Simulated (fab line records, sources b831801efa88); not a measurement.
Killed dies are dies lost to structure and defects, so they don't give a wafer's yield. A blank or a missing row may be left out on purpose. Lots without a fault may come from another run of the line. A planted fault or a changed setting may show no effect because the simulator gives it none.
fab line records | flow gf180mcu
record lots=12 wafers=36 last_day=34
route steps=602 shown HV_LDD@232 M2@378 V2@398 M3@410
lots that met no fault: from a run of the same line without faults
start_h: hours from the record's first day to the start of the lot's first wafer shown | wait_h: hours since the lot's step before | " the same as in the row above | L1.1+2: a row that stands for several wafers | - no value, or no start given | * or withheld: withheld | < > ~ a bound
route shown NAME@n: a module of which the file shows steps, and the number in the route of the first | usual: mean/standard deviation of fault-free wafers | same: alike in all rows | chamber/n: place in a boat | sites: the reading at each site | _std_site: their standard deviation | _edge_site: outer sites' mean less inner sites' | radius_mm: how far each site lies from the wafer's centre | mask NAME#n: copy n | behind: the tool/chamber that last shaped the wafer | hold: why the lot was held/for how many hours/how that ended | device: the transistor (n, p or np) that didn't switch | end of line: the same wafers' tests at the end of the route | a step without rows: its recipe alone | killed: dies lost to structure and defects at the first sort, not the wafer's yield | map: a wafer's dies, x killed, . not, _ none there
set.NAME: the setting as run; set.NAME@STEP: as run at that earlier step | model.NAME: the simulator's own value behind a step, which no gauge read
steps of the route over a sample of lots; a table a step, a row a wafer
services: from which hour (start_h, from the record's first day; less than 0 if before it) a tool's chamber was out of use, for how many hours, and why
## steps
# step GF_HV_LDD_CVD_56
# recipe material=Si3N4 precursor=DCS/NH3 target_thk_nm=90 temp_c=770 time_s=1543 pressure_mtorr=250
# columns lot.wafer tool chamber start_h wait_h
L762.3+4+6 lpcvd-01 0 296.18 0.0
L765.1+2+3 lpcvd-01 1 318.06 0.1
L767.2+3+6 lpcvd-01 1 332.60 0.0
L768.1+3+6 lpcvd-01 1 345.13 0.1
L769.2+4+5 lpcvd-01 1 353.56 0.7
L770.3+5+6 lpcvd-01 0 361.03 0.0
L771.1+2+5 lpcvd-01 1 373.64 0.3
L778.1+2+6 lpcvd-02 0 425.74 0.1
L779.1+2+6 lpcvd-02 1 439.30 0.1
L780.1+2+3 lpcvd-02 0 461.45 0.1
L781.1+2+4 lpcvd-01 0 464.94 0.1
L782.1+3+4 lpcvd-01 0 477.14 0.1
# step GF_HV_LDD_THK_MEAS_57
# recipe reads=Si3N4_of_HV_LDD_CVD_56
# usual HV_LDD_CVD_56_THK=90.0/0.75
# columns lot.wafer tool chamber start_h wait_h HV_LDD_CVD_56_THK[nm]
L762.3 film_metro-03 - 297.63 0.0 89.6
L762.4 " - " " 88.3
L762.6 " - " " 88.8
L765.1 film_metro-03 - 319.49 0.0 90.4
L765.2 " - " " 89.3
L765.3 " - " " 90.4
L767.2 film_metro-03 - 334.04 0.0 89.7
L767.3 " - " " 89.8
L767.6 " - " " 90.2
L768.1 film_metro-04 - 346.56 0.0 89.7
L768.3 " - " " 90.0
L768.6 " - " " 88.0
L769.2 film_metro-02 - 355.04 0.1 95.6
L769.4 " - " " 95.8
L769.5 " - " " 95.8
L770.3 film_metro-04 - 362.48 0.0 98.0
L770.5 " - " " 98.1
L770.6 " - " " 97.5
L771.1 film_metro-04 - 375.07 0.0 96.2
L771.2 " - " " 95.5
L771.5 " - " " 96.0
L778.1 film_metro-02 - 427.17 0.0 89.9
L778.2 " - " " 91.2
L778.6 " - " " 91.0
L779.1 film_metro-04 - 440.73 0.0 90.8
L779.2 " - " " 90.0
L779.6 " - " " 90.1
L780.1 film_metro-04 - 462.88 0.0 89.5
L780.2 " - " " 89.4
L780.3 " - " " 89.1
L781.1 film_metro-04 - 466.37 0.0 90.3
L781.2 " - " " 89.4
L781.4 " - " " 89.2
L782.1 film_metro-03 - 479.28 0.0 89.4
L782.3 " - " " 89.5
L782.4 " - " " 89.5
# step GF_HV_LDD_ETCHBACK_58
# recipe chemistry=CH3F/O2 target=Si3N4 stop_on=SiO2 source_w=400 bias_w=80 pressure_mtorr=25 ch3f_flow_sccm=40 O2_flow_sccm=30 time_s=100 target_depth_a=900
# usual ch3f_flow_sccm=39.99/0.11 drypump_motor_current_A=5.6/0.55 oes_product_au=0.843/0.0053 throttle_valve_pct=10.560/0.009
# columns lot.wafer tool chamber start_h wait_h ch3f_flow_sccm drypump_motor_current_A oes_product_au rf_hours_counter_h throttle_valve_pct
L762.3 rie_diel-04 0 297.67 0.0 39.98 5.7 0.843 1 10.557
L762.4 " 1 " " 40.10 5.7 0.830 7 10.560
L762.6 " 3 " " 40.20 5.4 0.833 - 10.553
L765.1 rie_diel-01 0 319.55 0.1 39.98 5.3 0.848 62 10.563
L765.2 " 1 " " 39.88 4.7 0.839 13 10.542
L765.3 " 3 " " 40.11 6.4 0.844 2 10.566
L767.2 rie_diel-04 2 334.09 0.0 39.99 6.2 0.842 103 10.559
L767.3 " 0 " " 40.02 5.8 0.843 2 10.569
L767.6 " 2 " " 40.18 6.2 0.839 - 10.579
L768.1 rie_diel-04 1 346.62 0.1 39.97 5.7 0.841 8 10.551
L768.3 " 3 " " 40.01 5.4 0.842 5 10.543
L768.6 " 3 " " 40.01 5.4 0.831 - 10.543
L769.2 rie_diel-01 2 355.09 0.0 40.01 6.2 0.874 17 10.573
L769.4 " 3 " " 40.03 6.4 0.877 3 10.567
L769.5 " 1 " " 39.97 4.7 0.869 - 10.581
L770.3 rie_diel-03 3 362.52 0.0 39.86 5.7 0.889 111 10.562
L770.5 " 3 " " 40.06 5.7 0.884 - 10.550
L770.6 " 2 " " 39.98 5.6 0.883 - 10.561
L771.1 rie_diel-03 1 375.13 0.1 40.10 5.4 0.872 90 10.574
L771.2 " 2 " " 39.96 5.6 0.874 52 10.574
L771.5 " 0 " " 40.04 4.8 0.870 - 10.576
L778.1 rie_diel-01 2 427.23 0.1 40.11 6.3 0.835 19 10.562
L778.2 " 0 " " 39.94 5.3 0.847 65 10.549
L778.6 " 2 " " 40.14 6.3 0.850 - 10.559
L779.1 rie_diel-03 0 440.79 0.1 39.94 4.8 0.850 96 10.547
L779.2 " 1 " " 39.91 5.5 0.831 92 10.551
L779.6 " 1 " " 39.90 5.4 0.842 - 10.558
L780.1 rie_diel-01 2 462.94 0.1 39.94 6.2 0.838 20 10.558
L780.2 " 0 " " 39.97 5.3 0.840 67 10.565
L780.3 " 1 " " 39.98 4.7 0.840 17 10.550
L781.1 rie_diel-01 1 466.43 0.1 40.12 4.7 0.837 17 10.554
L781.2 " 3 " " 40.04 6.5 0.840 7 10.548
L781.4 " 2 " " 39.94 6.2 0.838 20 10.569
L782.1 rie_diel-01 3 479.34 0.1 40.08 6.5 0.847 7 10.567
L782.3 " 2 " " 40.04 6.3 0.841 20 10.552
L782.4 " 3 " " 40.05 6.5 0.837 - 10.554
# step GF_M2_METAL_ETCH_16
# recipe chemistry=Cl2/BCl3 mask_material=KrF target_depth_nm=750.8 stop_on=SiO2 pressure_mtorr=8 icp_w=786.2 bias_w=140 Cl2_flow_sccm=80 bcl3_flow_sccm=40 time_s=125.1
# usual drypump_motor_current_A=5.9/0.43 oes_product_au=0.983/0.0049 throttle_valve_pct=28.237/0.0098
# columns lot.wafer tool chamber start_h wait_h drypump_motor_current_A oes_product_au rf_hours_counter_h throttle_valve_pct
L762.3 rie_metal-02 0 464.02 0.1 6.3 0.977 - 28.245
L762.4 " 1 " " 5.6 0.980 - 28.259
L762.6 " 0 " " 6.3 0.984 - 28.254
L765.1 rie_metal-01 1 487.15 0.0 6.1 0.990 2 28.256
L765.2 " 1 " " 6.1 0.979 - 28.242
L765.3 " 1 " " 6.1 0.982 - 28.251
L767.2 rie_metal-04 0 503.56 0.0 6.7 0.982 7 28.232
L767.3 " 1 " " 5.4 0.983 - 28.228
L767.6 " 1 " " 5.4 0.984 - 28.225
L768.1 rie_metal-01 0 519.16 0.0 5.4 0.983 9 28.227
L768.3 " 1 " " 6.1 0.981 - 28.246
L768.6 " 1 " " 6.1 0.984 - 28.244
L769.2 rie_metal-04 1 526.21 0.0 5.4 0.981 14 28.224
L769.4 " 1 " " 5.4 0.983 - 28.243
L769.5 " 1 " " 5.4 0.982 - 28.228
L770.3 rie_metal-02 0 534.25 0.1 6.3 0.985 - 28.244
L770.5 " 0 " " 6.3 0.984 - 28.242
L770.6 " 1 " " 5.6 0.984 - 28.230
L771.1 rie_metal-02 1 546.71 0.0 5.6 0.989 10 28.253
L771.2 " 0 " " 6.3 0.988 8 28.253
L771.5 " 0 " " 6.3 0.983 - 28.234
L778.1 rie_metal-04 1 594.41 0.0 5.4 0.979 1 28.224
L778.2 " 0 " " 6.7 0.974 10 28.243
L778.6 " 1 " " 5.4 0.983 - 28.239
L779.1 rie_metal-01 0 606.51 0.0 5.4 0.982 12 28.230
L779.2 " 1 " " 6.1 0.976 7 28.243
L779.6 " 0 " " 5.4 0.981 - 28.236
L780.1 rie_metal-02 0 627.24 0.0 6.3 0.988 10 28.241
L780.2 " 1 " " 5.6 0.988 12 28.231
L780.3 " 0 " " 6.2 0.981 - 28.237
L781.1 rie_metal-02 0 628.75 0.0 6.3 0.985 10 28.255
L781.2 " 1 " " 5.6 0.989 12 28.217
L781.4 " 0 " " 6.3 0.984 - 28.240
L782.1 rie_metal-02 0 641.15 0.0 6.2 0.988 11 28.234
L782.3 " 0 " " 6.3 0.991 - 28.232
L782.4 " 1 " " 5.6 0.974 - 28.244
# step GF_V2_ETCH_16
# recipe chemistry=N2/H2 target_depth_a=withheld overetch_a=withheld time_s=withheld target=BARC ion_energy_ev=200 source_w=500 bias_w=100 pressure_mtorr=30 n2_flow_sccm=100 h2_flow_sccm=200
# usual drypump_motor_current_A=5.7/0.54 oes_product_au=0.854/0.0047 throttle_valve_pct=13.225/0.0082
# columns lot.wafer tool chamber start_h wait_h drypump_motor_current_A oes_product_au throttle_valve_pct
L762.3 rie_diel-01 1 489.45 0.0 4.7 0.853 13.225
L762.4 " 3 " " 6.4 0.856 13.223
L762.6 " 3 " " 6.4 0.851 13.224
L765.1 rie_diel-01 1 512.30 0.0 4.7 0.851 13.223
L765.2 " 3 " " 6.5 0.852 13.221
L765.3 " 2 " " 6.3 0.860 13.227
L767.2 rie_diel-03 3 528.12 0.0 5.7 0.853 13.211
L767.3 " 2 " " 5.6 0.859 13.230
L767.6 " 0 " " 4.8 0.855 13.226
L768.1 rie_diel-04 1 544.00 0.0 5.7 0.855 13.231
L768.3 " 0 " " 5.8 0.845 13.220
L768.6 " 1 " " 5.7 0.864 13.226
L769.2 rie_diel-04 3 550.60 0.0 5.4 0.857 13.238
L769.4 " 0 " " 5.8 0.855 13.242
L769.5 " 3 " " 5.5 0.851 13.227
L770.3 rie_diel-04 3 558.45 0.0 5.4 0.857 13.220
L770.5 " 1 " " 5.7 0.843 13.220
L770.6 " 2 " " 6.2 0.860 13.214
L771.1 rie_diel-03 3 569.62 0.0 5.7 0.859 13.228
L771.2 " 2 " " 5.6 0.852 13.225
L771.5 " 1 " " 5.5 0.857 13.216
L778.1 rie_diel-01 3 616.90 0.0 6.5 0.864 13.232
L778.2 " 1 " " 4.7 0.859 13.230
L778.6 " 2 " " 6.2 0.850 13.233
L779.1 rie_diel-01 2 628.66 0.0 6.3 0.847 13.227
L779.2 " 0 " " 5.3 0.853 13.225
L779.6 " 1 " " 4.7 0.857 13.226
L780.1 rie_diel-01 2 648.94 0.0 6.2 0.854 13.223
L780.2 " 1 " " 4.7 0.861 13.233
L780.3 " 3 " " 6.5 0.848 13.234
L781.1 rie_diel-04 1 650.59 0.0 5.7 0.858 13.225
L781.2 " 3 " " 5.5 0.851 13.241
L781.4 " 2 " " 6.2 0.855 13.226
L782.1 rie_diel-01 3 662.01 0.0 6.4 0.845 13.219
L782.3 " 1 " " 4.7 0.857 13.224
L782.4 " 0 " " 5.3 0.856 13.221
# step GF_M3_SPUTTER_01
# recipe material=TiN target_thk_nm=30 power_w=6500 time_s=25 chamber_pressure_pa=0.4
# usual throttle_valve_pct=29.6/0.77
# columns lot.wafer tool chamber start_h wait_h throttle_valve_pct
L762.3 pvd_sputter-04 - 490.94 0.1 28.6
L762.4 " - " " 29.7
L762.6 " - " " 29.5
L765.1 pvd_sputter-01 - 513.80 0.1 30.8
L765.2 " - " " 29.3
L765.3 " - " " 29.4
L767.2 pvd_sputter-04 - 529.58 0.1 29.1
L767.3 " - " " 29.7
L767.6 " - " " 28.7
L768.1 pvd_sputter-04 - 545.46 0.1 28.9
L768.3 " - " " 28.9
L768.6 " - " " 28.9
L769.2 pvd_sputter-04 - 552.07 0.1 28.9
L769.4 " - " " 28.7
L769.5 " - " " 28.6
L770.3 pvd_sputter-01 - 559.91 0.1 30.8
L770.5 " - " " 29.5
L770.6 " - " " 30.9
L771.1 pvd_sputter-02 - 571.08 0.1 32.8
L771.2 " - " " 29.8
L771.5 " - " " 30.0
L778.1 pvd_sputter-01 - 618.36 0.1 30.8
L778.2 " - " " 29.5
L778.6 " - " " 29.3
L779.1 pvd_sputter-01 - 630.18 0.1 29.2
L779.2 " - " " 29.2
L779.6 " - " " 29.3
L780.1 pvd_sputter-04 - 650.40 0.1 29.8
L780.2 " - " " 29.0
L780.3 " - " " 29.9
L781.1 pvd_sputter-01 - 652.04 0.1 29.3
L781.2 " - " " 29.8
L781.4 " - " " 29.2
L782.1 pvd_sputter-01 - 663.46 0.1 29.5
L782.3 " - " " 29.4
L782.4 " - " " 29.3
## services
# columns tool chamber start_h hours kind
rie_diel-03 - 280.87 2.8 pm
rie_diel-04 3 281.44 4.5 repair
rie_diel-04 1 283.44 3.8 repair
rie_metal-02 - 295.76 2.8 pm
rie_diel-01 1 313.26 3.4 repair
pvd_sputter-04 - 359.09 1.0 repair
rie_diel-04 2 362.15 5.7 repair
rie_diel-04 0 404.24 5.7 repair
rie_diel-04 2 409.44 5.4 repair
pvd_sputter-04 - 413.29 8.1 repair
rie_diel-03 2 436.11 6.1 repair
rie_metal-02 - 441.84 1.4 pm
rie_diel-03 - 449.06 14.6 pm
rie_diel-01 1 469.93 10.9 repair
lpcvd-01 - 487.69 2.8 pm
rie_diel-04 2 514.73 11.2 repair
pvd_sputter-01 - 534.14 18.9 repair
rie_diel-04 2 537.72 12.5 repair
rie_diel-04 1 550.04 1.3 repair
rie_diel-01 3 564.13 2.8 repair
rie_diel-01 2 581.21 27.9 repair
rie_metal-02 1 602.21 12.8 repair
rie_diel-01 3 605.32 4.4 repair
rie_diel-01 - 631.31 2.8 pm
## key
first_sign step=GF_HV_LDD_THK_MEAS_57 reading=HV_LDD_CVD_56_THK direction=up sigmas=8.7 usual=90.0 struck=96.5
effect step=GF_HV_LDD_ETCHBACK_58 reading=oes_product_au direction=up sigmas=6.5 usual=0.843 struck=0.877
met_at GF_HV_LDD_CVD_56
struck_lots L769,L770,L771
tester_left_out L769,L770,L771
not_acting_at GF_M2_METAL_ETCH_16,GF_V2_ETCH_16,GF_M3_SPUTTER_01
onset_between 345.13 353.56
fault kind=process_parameter_drift tool=lpcvd-01 chamber=- onset_h=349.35 steps=GF_HV_LDD_CVD_56 channel=target_thk_nm offset=6.2418 shape=step end_h=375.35 acts_in=these_recipes_only stated=90
# tester_left_out: of these lots the tester's yield and bins aren't shown, on N5 and GAA mostly nor the transistor test; their killed dies are dies lost to structure and defects alone, not to doping, threshold or leakage, so they don't give the yield
